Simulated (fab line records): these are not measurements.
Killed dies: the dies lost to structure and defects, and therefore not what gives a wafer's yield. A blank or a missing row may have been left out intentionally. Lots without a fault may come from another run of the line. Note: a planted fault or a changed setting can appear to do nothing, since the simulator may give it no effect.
fab line records    flow sky130
record: lots: 13  wafers: 38  last_day: 49
route steps=708 shown VIA1@478 METAL2@499 VIA2@507
lots with no fault: from the same line, run without faults
start_h: start of the lot's first displayed wafer, in hours after the record's first day    wait_h: hours since the lot's step before    " same as the row above    L1.1+2: a row that stands for several wafers    - value missing, or start not given    * or withheld: withheld    < > ~ a bound
route shown NAME@n: a module of which the file shows steps, and the number in the route of the first    usual: mean/standard deviation taken from wafers without a fault    same: alike in all rows    chamber/n: place in a boat    sites: each site's reading    _std_site: standard deviation across them    _edge_site: outer sites' mean less inner sites'    radius_mm: how far each site lies from the wafer's centre    mask NAME#n: copy n    behind: tool/chamber where the wafer was last shaped    hold: the reason the lot was held/the length of the hold in hours/how it ended    device: names the non-switching transistor (n, p or np)    end of line: tests of these same wafers at the route's end    a step with no rows: only its recipe    killed: not the wafer's yield, but the dies lost to structure and defects at the first sort    map: per-die view of a wafer (x killed, . not killed, _ where there is no die)
set.NAME: the run value of the setting; set.NAME@STEP: its run value at that earlier step    model.NAME: the simulator's own value behind a step, which no gauge read
steps of the route over a sample of lots; a table a step, a row a wafer
services: the hour from which a tool's chamber was out of use, counted from the record's first day as start_h (under 0 if before that day), plus the number of hours and why
== steps ==
step: SKY_VIA1_SPUTTER_20
recipe: material: TiN  target_thk_nm: 20  chamber_pressure_pa: 5  power_w: 4000  time_s: 80
usual: chamber_pressure_pa: 5.000/0.011  throttle_valve_pct: 29.3/1
lot.wafer  tool            chamber  start_h  wait_h  chamber_pressure_pa  throttle_valve_pct
L125.1     pvd_sputter-04  -        802.56   0.0     4.995                31.8
L125.2     "               -        "        "       5.000                29.4
L125.3     "               -        "        "       4.991                29.6
L126.2     pvd_sputter-02  -        803.21   0.0     4.996                28.2
L126.4     "               -        "        "       4.987                28.8
L126.5     "               -        "        "       5.009                28.7
L127.4     pvd_sputter-02  -        807.13   0.0     5.012                28.7
L127.5     "               -        "        "       5.017                28.6
L127.6     "               -        "        "       4.995                28.8
L128.1     pvd_sputter-02  -        812.25   0.0     4.983                28.5
L128.4     "               -        "        "       5.007                28.3
L128.5     "               -        "        "       5.010                28.2
L130.1     pvd_sputter-04  -        833.97   0.0     4.997                29.3
L130.2     "               -        "        "       5.002                30.1
L130.6     "               -        "        "       4.987                29.8
L131.2     pvd_sputter-02  -        837.66   0.0     4.987                28.7
L131.3     "               -        "        "       5.018                28.2
L131.6     "               -        "        "       4.988                28.6
L132.2     pvd_sputter-04  -        848.60   0.0     5.006                29.4
L132.3     "               -        "        "       4.991                29.9
L132.4     "               -        "        "       5.003                29.7
L133.2     pvd_sputter-04  -        850.23   0.0     4.991                30.0
L133.3     "               -        "        "       4.997                29.5
L133.4     "               -        "        "       5.001                29.4
L134.4     pvd_sputter-02  -        862.59   0.0     4.995                28.3
L134.5     "               -        "        "       5.009                28.7
L134.6     "               -        "        "       5.000                28.4
L135.1     pvd_sputter-04  -        878.06   0.0     5.004                30.2
L135.3     "               -        "        "       5.001                29.7
L135.5     "               -        "        "       4.983                29.4
L137.1     pvd_sputter-04  -        895.70   0.0     4.983                31.6
L137.3     "               -        "        "       4.990                30.0
L137.5     "               -        "        "       5.000                31.7
L138.2     pvd_sputter-02  -        898.54   0.0     4.997                28.7
L138.4     "               -        "        "       5.006                28.6
L138.5     "               -        "        "       5.002                28.4
L140.2     pvd_sputter-02  -        910.21   0.0     5.001                28.8
L140.4     "               -        "        "       5.004                28.6
step: SKY_METAL2_OVL_MEAS_16
usual: METAL2_OVL: 1/4
lot.wafer  tool        chamber  start_h  wait_h  METAL2_OVL[nm]
L125.1     overlay-02  -        829.84   0.1     -3
L125.2     "           -        "        "       5
L125.3     "           -        "        "       -4
L126.2     overlay-02  -        830.87   0.1     8
L126.4     "           -        "        "       4
L126.5     "           -        "        "       10
L127.4     overlay-01  -        834.16   0.1     1
L127.5     "           -        "        "       -2
L127.6     "           -        "        "       -4
L128.1     overlay-02  -        838.96   0.1     0
L128.4     "           -        "        "       1
L128.5     "           -        "        "       1
L130.1     overlay-02  -        861.14   0.1     3
L130.2     "           -        "        "       0
L130.6     "           -        "        "       5
L131.2     overlay-01  -        865.27   0.1     1
L131.3     "           -        "        "       6
L131.6     "           -        "        "       -1
L132.2     overlay-02  -        875.25   0.1     4
L132.3     "           -        "        "       -2
L132.4     "           -        "        "       -4
L133.2     overlay-01  -        876.99   0.1     8
L133.3     "           -        "        "       5
L133.4     "           -        "        "       1
L134.4     overlay-01  -        889.48   0.1     -1
L134.5     "           -        "        "       -9
L134.6     "           -        "        "       -3
L135.1     overlay-02  -        904.90   0.1     -3
L135.3     "           -        "        "       1
L135.5     "           -        "        "       -3
L137.1     overlay-01  -        921.81   0.1     0
L137.3     "           -        "        "       -4
L137.5     "           -        "        "       1
L138.2     overlay-02  -        924.79   0.1     2
L138.4     "           -        "        "       -4
L138.5     "           -        "        "       7
L140.2     overlay-02  -        936.34   0.1     5
L140.4     "           -        "        "       2
step: SKY_VIA2_HDPCVD_00
recipe: material: SiO2  target_thk_nm: 1180  sigma_open_frac: 0.3  time_s: 196.7  temp_c: 400  sih4_flow_sccm: 60  pressure_mtorr: 6
lot.wafer   tool       chamber  start_h  wait_h
L125.1+2+3  hdpcvd-02  2,1,0    830.69   0.0
L126.2+4+5  hdpcvd-01  2,1,0    831.68   0.0
L127.4+5+6  hdpcvd-02  0,2,1    835.02   0.1
L128.1+4+5  hdpcvd-01  1,2,0    839.82   0.0
L130.1+2+6  hdpcvd-01  1,0,2    861.96   0.0
L131.2+3+6  hdpcvd-02  0,2,1    866.11   0.0
L132.2+3+4  hdpcvd-02  0,1,1    876.06   0.0
L133.2+3+4  hdpcvd-01  1,2,1    877.80   0.0
L134.4+5+6  hdpcvd-01  0,1,2    890.37   0.1
L135.1+3+5  hdpcvd-02  1,0,0    905.75   0.0
L137.1+3+5  hdpcvd-02  2,0,0    922.81   0.0
L138.2+4+5  hdpcvd-02  1,0,2    925.79   0.0
L140.2+4    hdpcvd-02  1        937.36   0.0
step: SKY_VIA2_THK_MEAS_01
recipe: reads: SiO2_of_VIA2_HDPCVD_00
usual: VIA2_HDPCVD_THK: 1182/15
lot.wafer  tool           chamber  start_h  wait_h  VIA2_HDPCVD_THK[nm]
L125.1     film_metro-03  -        830.81   0.1     1179
L125.2     "              -        "        "       1190
L125.3     "              -        "        "       1159
L126.2     film_metro-01  -        831.81   0.1     1171
L126.4     "              -        "        "       1163
L126.5     "              -        "        "       1177
L127.4     film_metro-01  -        835.11   0.0     1179
L127.5     "              -        "        "       1188
L127.6     "              -        "        "       1210
L128.1     film_metro-03  -        839.95   0.1     1168
L128.4     "              -        "        "       1160
L128.5     "              -        "        "       1186
L130.1     film_metro-01  -        862.08   0.1     1197
L130.2     "              -        "        "       1193
L130.6     "              -        "        "       1182
L131.2     film_metro-02  -        866.24   0.1     1180
L131.3     "              -        "        "       1186
L131.6     "              -        "        "       1201
L132.2     film_metro-02  -        876.19   0.1     1158
L132.3     "              -        "        "       1176
L132.4     "              -        "        "       1175
L133.2     film_metro-03  -        877.93   0.1     1165
L133.3     "              -        "        "       1164
L133.4     "              -        "        "       1149
L134.4     film_metro-02  -        890.46   0.0     1183
L134.5     "              -        "        "       1168
L134.6     "              -        "        "       1177
L135.1     film_metro-03  -        905.87   0.1     1206
L135.3     "              -        "        "       1165
L135.5     "              -        "        "       1177
L137.1     film_metro-03  -        922.93   0.1     1203
L137.3     "              -        "        "       1185
L137.5     "              -        "        "       1193
L138.2     film_metro-02  -        925.93   0.1     1192
L138.4     "              -        "        "       1523
L138.5     "              -        "        "       1183
L140.2     film_metro-01  -        937.50   0.1     1216
L140.4     "              -        "        "       1544
step: SKY_VIA2_RS_MEAS_22
recipe: thk_meas_gauge: four-point-probe  reads: W_of_VIA2_CVD_21+TiN_of_VIA2_SPUTTER_20
usual: VIA2_W_RS: 0.2739/0.0028
lot.wafer  tool           chamber  start_h  wait_h  VIA2_W_RS[ohm/sq]
L125.1     film_metro-01  -        858.02   0.1     0.2661
L125.2     "              -        "        "       0.2766
L125.3     "              -        "        "       0.2702
L126.2     film_metro-01  -        859.98   0.1     0.2764
L126.4     "              -        "        "       0.2729
L126.5     "              -        "        "       0.2761
L127.4     film_metro-01  -        863.37   0.1     0.2770
L127.5     "              -        "        "       0.2728
L127.6     "              -        "        "       0.2693
L128.1     film_metro-03  -        868.67   0.1     0.2746
L128.4     "              -        "        "       0.2740
L128.5     "              -        "        "       0.2726
L130.1     film_metro-01  -        889.65   0.1     0.2701
L130.2     "              -        "        "       0.2730
L130.6     "              -        "        "       0.2720
L131.2     film_metro-01  -        893.58   0.1     0.2727
L131.3     "              -        "        "       0.2724
L131.6     "              -        "        "       0.2717
L132.2     film_metro-03  -        903.07   0.1     0.2764
L132.3     "              -        "        "       0.2708
L132.4     "              -        "        "       0.2716
L133.2     film_metro-03  -        904.97   0.1     0.2701
L133.3     "              -        "        "       0.2702
L133.4     "              -        "        "       0.2734
L134.4     film_metro-03  -        917.47   0.1     0.2771
L134.5     "              -        "        "       0.2771
L134.6     "              -        "        "       0.2744
L135.1     film_metro-02  -        932.63   0.1     0.2745
L135.3     "              -        "        "       0.2698
L135.5     "              -        "        "       0.2726
L137.1     film_metro-01  -        948.71   0.1     0.2720
L137.3     "              -        "        "       0.2700
L137.5     "              -        "        "       0.2725
L138.2     film_metro-03  -        952.29   0.1     0.2748
L138.4     "              -        "        "       0.2735
L138.5     "              -        "        "       0.2766
L140.2     film_metro-03  -        963.61   0.1     0.2698
L140.4     "              -        "        "       0.2727
== services ==
tool            chamber  start_h  hours  kind
pvd_sputter-02  -        819.89   1.1    repair
hdpcvd-01       -        864.27   3.1    repair
hdpcvd-02       -        900.55   1.0    repair
pvd_sputter-02  -        913.45   2.1    repair
hdpcvd-01       -        921.17   14.6   pm
pvd_sputter-04  -        931.62   4.3    repair
hdpcvd-01       -        936.11   0.2    repair
== key ==
first_sign: step: SKY_VIA2_THK_MEAS_01  reading: VIA2_HDPCVD_THK  direction: up  sigmas: 24  usual: 1182  struck: 1533
effect none on later readings
met_at SKY_VIA2_HDPCVD_00
struck_lots L138,L140
struck_wafers L138.4,L140.4
not_acting_at SKY_VIA1_SPUTTER_20,SKY_METAL2_OVL_MEAS_16,SKY_VIA2_RS_MEAS_22
onset_between 922.81 925.79
fault: kind: process_parameter_drift  tool: hdpcvd-02  chamber: -  onset_h: 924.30  steps: SKY_VIA2_HDPCVD_00  channel: target_thk_nm  offset: 358.26  shape: step  end_h: 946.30  scope: struck_wafers_only  acts_in: these_recipes_only  stated: 1180
